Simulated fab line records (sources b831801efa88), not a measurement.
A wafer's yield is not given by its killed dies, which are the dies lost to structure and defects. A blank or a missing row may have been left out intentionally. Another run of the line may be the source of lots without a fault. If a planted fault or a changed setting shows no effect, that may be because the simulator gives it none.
The same fault as seen by 2 desks ; flow gf180mcu ; what lay behind the numbers comes last; until then each desk has only its own

== THE TOOL OWNER'S DESK: implanter-02 ==
The tool's own readings at GF_HV_LDD_IMPLANT_35: means of the sampled wafers that have a number, for each lot that ran on this tool. A lot is out of limits, marked OUT, if its mean lies more than 4 standard deviations from the usual mean; the brackets give that distance.
Columns: A = beam energy keV at GF_HV_LDD_IMPLANT_35, usual 60.000; B = beam on s at GF_HV_LDD_IMPLANT_35, usual 9.99 s; C = faraday current uA at GF_HV_LDD_IMPLANT_35, usual 42.4; D = rotation deg at GF_HV_LDD_IMPLANT_35, usual 180.00 degrees; E = tilt deg at GF_HV_LDD_IMPLANT_35, usual 30.001 degrees
lot;first seen here;A;B;C;D;E
L778;day 13 20:44;59.984;10.03;42.2;180.04;30.001
L779;day 14 06:29;60.006;10.09;42.0;179.99;30.001
L787;day 16 21:25;60.004;9.88;42.9;179.99;30.005
L788;day 17 01:34;59.996;7.82 (-9.9) OUT;54.1 (+13) OUT;179.98;29.993
L789;day 17 07:38;59.991;8.03 (-8.9) OUT;52.6 (+11) OUT;180.00;29.993
Finding of this desk: L788, L789 out of limits; the first was L788 at day 17 01:34, on beam on s at GF_HV_LDD_IMPLANT_35. L778, L779, L787 stayed within limits.

== FROM THE METROLOGY DESK ==
What the gauges read for every lot (on any tool): the sampled wafers with a number, averaged. A lot is out of limits, marked OUT, if its mean lies more than 4 standard deviations from the usual mean; the brackets give that distance.
Columns: A = VT_IMPLANT_2_TW at GF_VT_IMPLANT_TW_MEAS_21, usual 1220; B = HV_LDD_RS at GF_HV_LDD_RS_MEAS_53, usual 417.8 ohm/sq; C = NSD_OVL at GF_NSD_OVL_MEAS_08, usual -0.1 nm
lot;first seen here;A;B;C
L771;day 6 07:31;1240;418.5;1.7
L774;day 7 01:04;1219;417.8;0.3
L777;day 7 21:08;1218;416.5;-2.1
L778;day 8 03:03;1210;416.7;-0.3
L779;day 8 09:41;1236;418.7;-0.4
L780;day 8 16:41;1212;417.9;1.8
L787;day 10 12:28;1232;417.8;-1.9
L788;day 10 16:29;1203;421.4;-1.1
L789;day 10 22:09;1236;424.3 (+7.0) OUT;0.0
L790;day 11 04:25;1207;419.0;-0.8
L792;day 11 18:42;1220;418.4;0.5
L793;day 12 00:08;1237;418.6;-0.9
Per this desk, out of limits: L789; the first was L789, day 18 07:24 (HV_LDD_RS at GF_HV_LDD_RS_MEAS_53). L771, L774, L777, L778, L779, L780, L787, L788, L790, L792, L793 stayed within limits.

== BROUGHT TOGETHER ==
On L788, L789, at day 17 01:34, an alarm was possible from the tool owner's desk.
An alarm was possible from the metrology desk at day 18 07:24, on L789.
The metrology desk holds a record of L788, inside its limits.
GF_HV_LDD_IMPLANT_35 was run on implanter-02 by each of the lots named.

== WHAT WAS PUT IN BY THE SIMULATOR ==
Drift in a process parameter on implanter-02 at GF_HV_LDD_IMPLANT_35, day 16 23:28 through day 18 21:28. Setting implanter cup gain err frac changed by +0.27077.
Shown lots that were struck: L788, L789.
Time in hours from fault onset to the first out-of-limits reading at each desk: tool owner's desk 2, metrology desk 32.
